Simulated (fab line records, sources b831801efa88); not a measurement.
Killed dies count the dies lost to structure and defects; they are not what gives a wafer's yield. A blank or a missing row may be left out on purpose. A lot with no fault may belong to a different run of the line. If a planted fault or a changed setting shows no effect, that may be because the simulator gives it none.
Which of the tools did it?	flow sky130	11 lots with 33 wafers sampled at 5 steps, on a route of 708 steps

WHAT THE GAUGES SHOWED, per wafer
SKY_NWELL_TW_MEAS_15.
lot	measured	on	NWELL_TW
L534	day 4 14:02	filmMetro-01	1805 1815 1817
L535	day 4 18:16	filmMetro-03	1805 1805 1803
L538	day 5 13:47	filmMetro-01	1824 1824 1817
L539	day 5 16:07	filmMetro-03	1805 1801 1821
L543	day 6 15:38	filmMetro-03	1805 1811 1809
L547	day 7 20:01	filmMetro-03	1799 1801 1795
L548	day 8 01:09	filmMetro-04	1807 1823 1815
L549	day 8 04:10	filmMetro-03	1777 1786 1778
L550	day 8 11:06	filmMetro-03	1786 1775 1779
L556	day 9 23:55	filmMetro-04	1803 1806 1802
L557	day 10 07:39	filmMetro-03	1818 1822 1822

SKY_NWELL_RS_MEAS_29: uses a four-point probe to measure.
lot	measured	on	NWELL_RS (ohm/sq)
L534	day 5 07:44	filmMetro-01	625.3 622.5 622.3
L535	day 5 11:49	filmMetro-04	624.3 627.3 626.8
L538	day 6 07:56	filmMetro-04	625.8 624.0 626.5
L539	day 6 11:19	filmMetro-04	624.8 626.3 623.8
L543	day 7 11:12	filmMetro-04	624.9 626.0 626.9
L547	day 8 17:23	filmMetro-04	627.0 626.8 626.4
L548	day 8 22:36	filmMetro-03	627.0 626.0 625.9
L549	day 9 01:40	filmMetro-04	643.9 645.7 643.9
L550	day 9 08:23	filmMetro-03	643.7 643.8 646.1
L556	day 10 23:23	filmMetro-04	625.4 625.2 628.4
L557	day 11 07:10	filmMetro-01	625.6 626.2 626.6

SKY_POLY_GATE_OVL_MEAS_14.
lot	measured	on	POLY_GATE_OVL (nm)
L534	day 16 12:54	overlay-01	-7 7 -9
L535	day 17 00:29	overlay-02	9 -1 -1
L538	day 17 20:48	overlay-01	4 13 1
L539	day 18 00:44	overlay-01	0 1 -4
L543	day 19 10:36	overlay-02	-3 -7 -7
L547	day 21 05:58	overlay-02	-2 2 -3
L548	day 21 13:18	overlay-01	5 8 3
L549	day 21 18:56	overlay-02	10 12 2
L550	day 22 03:47	overlay-01	9 10 12
L556	day 24 10:00	overlay-02	12 9 6
L557	day 24 16:41	overlay-01	0 2 3

WHAT TOOL EACH LOT RAN ON (gives the tool, then ch and the chambers of the sampled wafers, and finally the start)
lot	SKY_NWELL_IMPLANT_11	SKY_SONOS_ONO_ETCH_15
L534	implanter-04 ch 0, day 4 13:31	rieDiel-03 ch 0,1,3, day 12 14:00
L535	implanter-03 ch 0, day 4 17:43	rieDiel-01 ch 1,2,3, day 13 00:26
L538	implanter-03 ch 0, day 5 13:16	rieDiel-03 ch 1,2,3, day 13 22:35
L539	implanter-04 ch 0, day 5 15:34	rieDiel-03 ch 1,2, day 14 04:22
L543	implanter-02 ch 0, day 6 15:05	rieDiel-01 ch 0,1,2, day 15 12:13
L547	implanter-02 ch 0, day 7 19:30	rieDiel-01 ch 0,2,3, day 17 05:05
L548	implanter-04 ch 0, day 8 00:36	rieDiel-03 ch 0,2,3, day 17 09:58
L549	implanter-02 ch 0, day 8 03:37	rieDiel-02 ch 0,1, day 17 15:13
L550	implanter-02 ch 0, day 8 10:33	rieDiel-02 ch 1,2,3, day 18 00:21
L556	implanter-04 ch 0, day 9 23:22	rieDiel-02 ch 0,1,2, day 20 06:56
L557	implanter-04 ch 0, day 10 07:06	rieDiel-03 ch 2,3, day 20 14:45
- SKY_NWELL_IMPLANT_11
- SKY_SONOS_ONO_ETCH_15: etches the open film in CHF3/O2, target depth 19.52 nm, time 7.8 s.

WHAT THE TOOLS THEMSELVES READ (means of the sampled wafers that have a number; where no wafer has one, the mark that the record gives instead)
SKY_NWELL_IMPLANT_11.
lot	tool	doseIonsCm2	faradayCurrentUA
L534	implanter-04	1.9028e+13	106.0
L535	implanter-03	1.8987e+13	107.8
L538	implanter-03	1.8980e+13	108.9
L539	implanter-04	1.8990e+13	106.2
L543	implanter-02	1.8983e+13	105.2
L547	implanter-02	1.9027e+13	106.4
L548	implanter-04	1.9015e+13	106.6
L549	implanter-02	1.7976e+13	102.5
L550	implanter-02	1.7975e+13	101.8
L556	implanter-04	1.9018e+13	106.2
L557	implanter-04	1.9000e+13	105.8

SKY_SONOS_ONO_ETCH_15.
lot	tool	chf3FlowSccm (sccm)	drypumpMotorCurrentA (A)	oesProductAu (a.u.)	throttleValvePct (%)
L534	rieDiel-03	50.00	5.1	1.001	8.823
L535	rieDiel-01	49.99	5.2	1.004	8.823
L538	rieDiel-03	49.90	5.7	1.007	8.833
L539	rieDiel-03	50.00	6.3	1.003	8.826
L543	rieDiel-01	50.11	5.5	1.005	8.817
L547	rieDiel-01	50.00	5.3	1.007	8.824
L548	rieDiel-03	50.16	5.5	0.994	8.825
L549	rieDiel-02	49.91	5.5	0.997	8.825
L550	rieDiel-02	50.08	5.6	0.992	8.824
L556	rieDiel-02	49.92	5.6	1.001	8.820
L557	rieDiel-03	49.94	6.1	1.004	8.827

THE ANSWER, worked out from the rows above alone
Rule: what is usual is taken from the lots themselves. The widest of any qualifying gaps counts: lots, ordered by their means at a reading, are off when they make up no more than a third of the lots, leave a main group of 4 or more, and stand apart from it by 3 or more times the standard deviation of that group's means. If all means in a main group match to the digits the tables above print for the reading, that group is not used. A lot without any number at a reading at which 4 lots or more have one is off too. Any other lot the step has rows for is counted as sound. The gauges are gone through in route order, then the tools' own readings, and for those a lot's mean is taken as printed above. At the first step where some lot is off, the reading lying furthest off is the one used; lots without a number count as furthest.
Off: at SKY_NWELL_RS_MEAS_29 (NWELL_RS), L549, L550. For the main group the mean is 625.7 ohm/sq and the standard deviation 0.96.
If a tool, at a process step before that reading, ran all the lots that are off and no sound lot after the first of them, it fits. Not tried: the gauges at SKY_NWELL_RS_MEAS_29; whatever is off there is also off at SKY_NWELL_IMPLANT_11, on other tools, and gauge error can't account for it. One candidate fits, namely implanter-02 at SKY_NWELL_IMPLANT_11. A fault onset in the window from L547 (day 7 19:30, its last sound lot) to L549 (day 8 03:37, its first lot off) fits.
On the lots that are off, the tool's own readings at SKY_NWELL_IMPLANT_11 differ by more than 5 times the standard deviation of the sound lots' means, which bears it out; doseIonsCm2 reads 1.7976e+13 there versus 1.9003e+13 on the sound lots.

WHAT WAS PUT IN BY THE SIMULATOR
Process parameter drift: implanter-02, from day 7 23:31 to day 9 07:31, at SKY_NWELL_IMPLANT_11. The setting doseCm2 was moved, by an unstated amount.
Shown lots that were struck: L549, L550. The same result came from the rule above.
